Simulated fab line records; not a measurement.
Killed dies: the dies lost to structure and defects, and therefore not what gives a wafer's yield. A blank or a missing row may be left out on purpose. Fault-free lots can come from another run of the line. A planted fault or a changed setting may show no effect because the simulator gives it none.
What tool caused it? || flow sky130 || 42 wafers from 14 lots sampled at 4 of the route's 708 steps

## WHAT THE GAUGES SHOWED, per wafer
SKY_VIA4_RS_MEAS_19: the measuring method here is four-point-probe.
{"lot": "L998", "measured": "day 42 14:28", "on": "film-metro-02", "VIA4_W_RS (ohm/sq)": "0.226 0.228 0.226"}
{"lot": "L999", "measured": "day 42 19:33", "on": "film-metro-01", "VIA4_W_RS (ohm/sq)": "0.226 0.225 0.225"}
{"lot": "L100", "measured": "day 43 03:43", "on": "film-metro-01", "VIA4_W_RS (ohm/sq)": "0.232 0.227 0.232"}
{"lot": "L102", "measured": "day 43 21:32", "on": "film-metro-01", "VIA4_W_RS (ohm/sq)": "0.225 0.224 0.220"}
{"lot": "L103", "measured": "day 44 03:41", "on": "film-metro-01", "VIA4_W_RS (ohm/sq)": "0.226 0.217 0.222"}
{"lot": "L104", "measured": "day 44 19:53", "on": "film-metro-01", "VIA4_W_RS (ohm/sq)": "0.220 0.228 0.227"}
{"lot": "L105", "measured": "day 44 13:11", "on": "film-metro-02", "VIA4_W_RS (ohm/sq)": "0.222 0.224 0.223"}
{"lot": "L108", "measured": "day 46 08:12", "on": "film-metro-01", "VIA4_W_RS (ohm/sq)": "0.227 0.226 0.225"}
{"lot": "L111", "measured": "day 46 12:42", "on": "film-metro-03", "VIA4_W_RS (ohm/sq)": "0.225 0.225 0.225"}
{"lot": "L116", "measured": "day 47 12:17", "on": "film-metro-01", "VIA4_W_RS (ohm/sq)": "0.223 0.225 0.222"}
{"lot": "L115", "measured": "day 47 12:36", "on": "film-metro-02", "VIA4_W_RS (ohm/sq)": "0.224 0.219 0.220"}
{"lot": "L118", "measured": "day 47 18:32", "on": "film-metro-01", "VIA4_W_RS (ohm/sq)": "0.230 0.229 0.227"}
{"lot": "L119", "measured": "day 48 01:33", "on": "film-metro-01", "VIA4_W_RS (ohm/sq)": "0.226 0.228 0.224"}
{"lot": "L121", "measured": "day 48 11:37", "on": "film-metro-01", "VIA4_W_RS (ohm/sq)": "0.228 0.227 0.227"}

SKY_VIA4_THK_MEAS_20: measures by xrf.
{"lot": "L998", "measured": "day 42 14:35", "on": "film-metro-02", "VIA4_W_THK (nm)": "498 495 499"}
{"lot": "L999", "measured": "day 42 19:40", "on": "film-metro-01", "VIA4_W_THK (nm)": "503 504 504"}
{"lot": "L100", "measured": "day 43 03:49", "on": "film-metro-01", "VIA4_W_THK (nm)": "494 506 491"}
{"lot": "L102", "measured": "day 43 21:39", "on": "film-metro-01", "VIA4_W_THK (nm)": "510 508 517"}
{"lot": "L103", "measured": "day 44 03:47", "on": "film-metro-01", "VIA4_W_THK (nm)": "504 520 505"}
{"lot": "L104", "measured": "day 44 20:01", "on": "film-metro-01", "VIA4_W_THK (nm)": "514 498 497"}
{"lot": "L105", "measured": "day 44 13:17", "on": "film-metro-02", "VIA4_W_THK (nm)": "505 499 504"}
{"lot": "L108", "measured": "day 46 08:19", "on": "film-metro-01", "VIA4_W_THK (nm)": "501 505 506"}
{"lot": "L111", "measured": "day 46 12:49", "on": "film-metro-03", "VIA4_W_THK (nm)": "505 509 507"}
{"lot": "L116", "measured": "day 47 12:24", "on": "film-metro-01", "VIA4_W_THK (nm)": "509 502 513"}
{"lot": "L115", "measured": "day 47 12:43", "on": "film-metro-02", "VIA4_W_THK (nm)": "506 511 511"}
{"lot": "L118", "measured": "day 47 18:39", "on": "film-metro-01", "VIA4_W_THK (nm)": "493 494 500"}
{"lot": "L119", "measured": "day 48 01:40", "on": "film-metro-01", "VIA4_W_THK (nm)": "504 499 509"}
{"lot": "L121", "measured": "day 48 11:44", "on": "film-metro-01", "VIA4_W_THK (nm)": "500 501 503"}

## EACH LOT AND THE TOOL THAT RAN IT (in order: tool; ch and the chambers of the sampled wafers; start)
{"lot": "L998", "SKY_GATE_OXIDE_WET_ETCH_12": "wet-bench-02 ch 2, day 13 16:50", "SKY_CAP2M_SPUTTER_02": "pvd-sputter-03, day 39 11:35"}
{"lot": "L999", "SKY_GATE_OXIDE_WET_ETCH_12": "wet-bench-02 ch 0, day 13 22:44", "SKY_CAP2M_SPUTTER_02": "pvd-sputter-02, day 39 16:28"}
{"lot": "L100", "SKY_GATE_OXIDE_WET_ETCH_12": "wet-bench-01 ch 1, day 14 04:56", "SKY_CAP2M_SPUTTER_02": "pvd-sputter-02, day 40 01:56"}
{"lot": "L102", "SKY_GATE_OXIDE_WET_ETCH_12": "wet-bench-02 ch 3, day 15 02:11", "SKY_CAP2M_SPUTTER_02": "pvd-sputter-03, day 40 19:46"}
{"lot": "L103", "SKY_GATE_OXIDE_WET_ETCH_12": "wet-bench-03 ch 1, day 15 11:27", "SKY_CAP2M_SPUTTER_02": "pvd-sputter-01, day 41 02:21"}
{"lot": "L104", "SKY_GATE_OXIDE_WET_ETCH_12": "wet-bench-02 ch 1, day 15 22:50", "SKY_CAP2M_SPUTTER_02": "pvd-sputter-02, day 41 20:49"}
{"lot": "L105", "SKY_GATE_OXIDE_WET_ETCH_12": "wet-bench-01 ch 3, day 15 23:08", "SKY_CAP2M_SPUTTER_02": "pvd-sputter-03, day 41 13:11"}
{"lot": "L108", "SKY_GATE_OXIDE_WET_ETCH_12": "wet-bench-01 ch 3, day 18 12:09", "SKY_CAP2M_SPUTTER_02": "pvd-sputter-02, day 43 12:20"}
{"lot": "L111", "SKY_GATE_OXIDE_WET_ETCH_12": "wet-bench-01 ch 1, day 18 15:56", "SKY_CAP2M_SPUTTER_02": "pvd-sputter-02, day 43 17:51"}
{"lot": "L116", "SKY_GATE_OXIDE_WET_ETCH_12": "wet-bench-02 ch 0, day 20 04:59", "SKY_CAP2M_SPUTTER_02": "pvd-sputter-01, day 44 18:13"}
{"lot": "L115", "SKY_GATE_OXIDE_WET_ETCH_12": "wet-bench-02 ch 0, day 20 05:11", "SKY_CAP2M_SPUTTER_02": "pvd-sputter-03, day 44 19:04"}
{"lot": "L118", "SKY_GATE_OXIDE_WET_ETCH_12": "wet-bench-03 ch 0, day 20 20:42", "SKY_CAP2M_SPUTTER_02": "pvd-sputter-01, day 45 04:59"}
{"lot": "L119", "SKY_GATE_OXIDE_WET_ETCH_12": "wet-bench-02 ch 2, day 21 01:11", "SKY_CAP2M_SPUTTER_02": "pvd-sputter-03, day 45 09:47"}
{"lot": "L121", "SKY_GATE_OXIDE_WET_ETCH_12": "wet-bench-01 ch 2, day 21 22:14", "SKY_CAP2M_SPUTTER_02": "pvd-sputter-02, day 45 21:56"}
- SKY_GATE_OXIDE_WET_ETCH_12: etches SiO2 in dHF, target depth 16.8 nm, time 336 s.
- SKY_CAP2M_SPUTTER_02: material TiN, target thk 200 nm, time 166.7 s.

## WHAT THE TOOLS THEMSELVES READ (means of the sampled wafers that have a number; where no wafer has one, the mark that the record gives instead)
SKY_CAP2M_SPUTTER_02.
{"lot": "L998", "tool": "pvd-sputter-03", "throttle-valve-pct (%)": 30.5}
{"lot": "L999", "tool": "pvd-sputter-02", "throttle-valve-pct (%)": 30.9}
{"lot": "L100", "tool": "pvd-sputter-02", "throttle-valve-pct (%)": 31.0}
{"lot": "L102", "tool": "pvd-sputter-03", "throttle-valve-pct (%)": 30.3}
{"lot": "L103", "tool": "pvd-sputter-01", "throttle-valve-pct (%)": 30.6}
{"lot": "L104", "tool": "pvd-sputter-02", "throttle-valve-pct (%)": 31.0}
{"lot": "L105", "tool": "pvd-sputter-03", "throttle-valve-pct (%)": 29.8}
{"lot": "L108", "tool": "pvd-sputter-02", "throttle-valve-pct (%)": 30.9}
{"lot": "L111", "tool": "pvd-sputter-02", "throttle-valve-pct (%)": 30.9}
{"lot": "L116", "tool": "pvd-sputter-01", "throttle-valve-pct (%)": 30.3}
{"lot": "L115", "tool": "pvd-sputter-03", "throttle-valve-pct (%)": 30.3}
{"lot": "L118", "tool": "pvd-sputter-01", "throttle-valve-pct (%)": 30.6}
{"lot": "L119", "tool": "pvd-sputter-03", "throttle-valve-pct (%)": 30.6}
{"lot": "L121", "tool": "pvd-sputter-02", "throttle-valve-pct (%)": 31.0}

## THE ANSWER, worked out from the rows above alone
Rule: usual is defined by the lots themselves. Put in order of their means at a reading, lots are off if they are a third of the lots or fewer, leave a main group of 4 or more, and stand apart from it by a gap of 3 or more times the standard deviation of the main group's means; of several such gaps the widest counts. Not used: any main group whose means are identical at the precision the tables above print for the reading. A lot without any number at a reading at which 4 lots or more have one is off too. Any other lot the step has rows for is counted as sound. After the gauges, taken in route order, come the tools' own readings; for these a lot's mean is taken, as printed above. At the first step where some lot is off, the reading lying furthest off is the one used; lots without a number count as furthest.
No lot is off on any of the readings shown, so nothing can be concluded from this.

## WHAT THE SIMULATOR PUT IN
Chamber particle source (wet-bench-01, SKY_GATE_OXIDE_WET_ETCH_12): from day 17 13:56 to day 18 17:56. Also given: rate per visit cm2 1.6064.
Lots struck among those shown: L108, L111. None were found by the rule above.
